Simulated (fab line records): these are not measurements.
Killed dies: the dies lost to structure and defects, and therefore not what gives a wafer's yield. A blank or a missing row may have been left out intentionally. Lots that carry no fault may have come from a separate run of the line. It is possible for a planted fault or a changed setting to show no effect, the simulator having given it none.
Which tool is to blame? ; flow gf180mcu ; 14 lots with 42 wafers sampled at 3 steps, on a route of 602 steps

## WHAT EACH GAUGE READ, for each wafer
GF_M3_OVL_MEAS_15. Usual: M3_OVL gives 2 nm (standard deviation 6.1).
lot;measured;on;M3_OVL (nm);flag
L344;day 21 08:16;overlay-01;10 4 3;
L345;day 21 17:28;overlay-02;1 -7 -6;
L346;day 21 21:13;overlay-02;3 -4 -3;
L347;day 22 03:50;overlay-01;5 -2 1;
L348;day 22 18:43;overlay-02;11 18 6;
L350;day 23 11:52;overlay-02;7 0 10;
L351;day 23 15:55;overlay-02;8 11 9;
L352;day 24 06:16;overlay-02;-7 -1 -1;
L353;day 24 22:14;overlay-02;-1 -6 1;
L356;day 25 10:59;overlay-02;10 10 -1;
L357;day 25 22:14;overlay-01;0 7 4;
L358;day 26 09:19;overlay-01;-5 2 9;
L359;day 26 17:40;overlay-02;0 11 9;
L366;day 28 17:26;overlay-02;-8 7 0;

GF_V4_THK_MEAS_01. Usual: V4_CVD_00_THK gives 600 nm (standard deviation 7.2).
lot;measured;on;V4_CVD_00_THK (nm);flag
L344;day 23 11:10;filmMetro-03;608 604 607;
L345;day 23 18:24;filmMetro-01;594 594 601;
L346;day 23 23:35;filmMetro-03;602 605 589;
L347;day 24 05:52;filmMetro-03;602 596 595;
L348;day 24 19:08;filmMetro-04;604 607 606;
L350;day 25 10:56;filmMetro-01;608 607 617;
L351;day 25 13:22;filmMetro-04;616 610 608;
L352;day 26 03:46;filmMetro-04;589 592 595;
L353;day 26 19:05;filmMetro-04;593 593 591;
L356;day 27 07:37;filmMetro-01;590 593 588;
L357;day 27 18:21;filmMetro-04;605 605 600;
L358;day 28 04:50;filmMetro-04;596 596 604;
L359;day 28 12:02;filmMetro-04;600 605 602;
L366;day 30 09:51;filmMetro-03;606 612 602;

## WHICH TOOL RAN EACH LOT (tool, then ch and the chambers of the sampled wafers, then the start)
lot;GF_V2_CVD_23
L344;cvdW-01 ch 0,1, day 20 07:49
L345;cvdW-02 ch 0,1, day 20 17:14
L346;cvdW-02 ch 0,1, day 20 20:51
L347;cvdW-02 ch 0,1, day 21 03:13
L348;cvdW-01 ch 0,1, day 21 19:13
L350;cvdW-01 ch 0,1, day 22 11:24
L351;cvdW-01 ch 0,1, day 22 16:15
L352;cvdW-02 ch 0,1, day 23 06:26
L353;cvdW-02 ch 0,1, day 23 23:04
L356;cvdW-02 ch 0,1, day 24 15:05
L357;cvdW-02 ch 0,1, day 25 01:33
L358;cvdW-01 ch 0,1, day 25 11:37
L359;cvdW-02 ch 0,1, day 25 20:28
L366;cvdW-01 ch 0,1, day 27 20:58
- GF_V2_CVD_23: deposits W, target thk 350 nm, time 104.94 s.

## AS READ BY THE TOOLS THEMSELVES (means over the sampled wafers that have a number; for cases with no such wafer, the mark the record gives instead)
GF_V2_CVD_23. Usual: 836 W for heaterPowerW, sd 120.
lot;tool;heaterPowerW (W);flag
L344;cvdW-01;831;
L345;cvdW-02;799;
L346;cvdW-02;785;
L347;cvdW-02;774;
L348;cvdW-01;906;
L350;cvdW-01;828;
L351;cvdW-01;828;
L352;cvdW-02;775;
L353;cvdW-02;777;
L356;cvdW-02;782;
L357;cvdW-02;786;
L358;cvdW-01;823;
L359;cvdW-02;786;
L366;cvdW-01;838;

## THE ANSWER, worked out from the rows above alone
Rule: a lot is off if the mean of its wafers that have a number lies more than 3 standard deviations from the usual mean. Also off: a lot with no number at a reading for which 4 or more lots have one. Any other lot the step has rows for is counted as sound. After the gauges, taken in route order, come the tools' own readings; for these a lot's mean is taken, as printed above. At the first step where some lot is off, the reading lying furthest off is the one used; lots without a number count as furthest.
Across all readings shown, no lot is off: no conclusion can be drawn from this.

## WHAT WAS PUT IN BY THE SIMULATOR
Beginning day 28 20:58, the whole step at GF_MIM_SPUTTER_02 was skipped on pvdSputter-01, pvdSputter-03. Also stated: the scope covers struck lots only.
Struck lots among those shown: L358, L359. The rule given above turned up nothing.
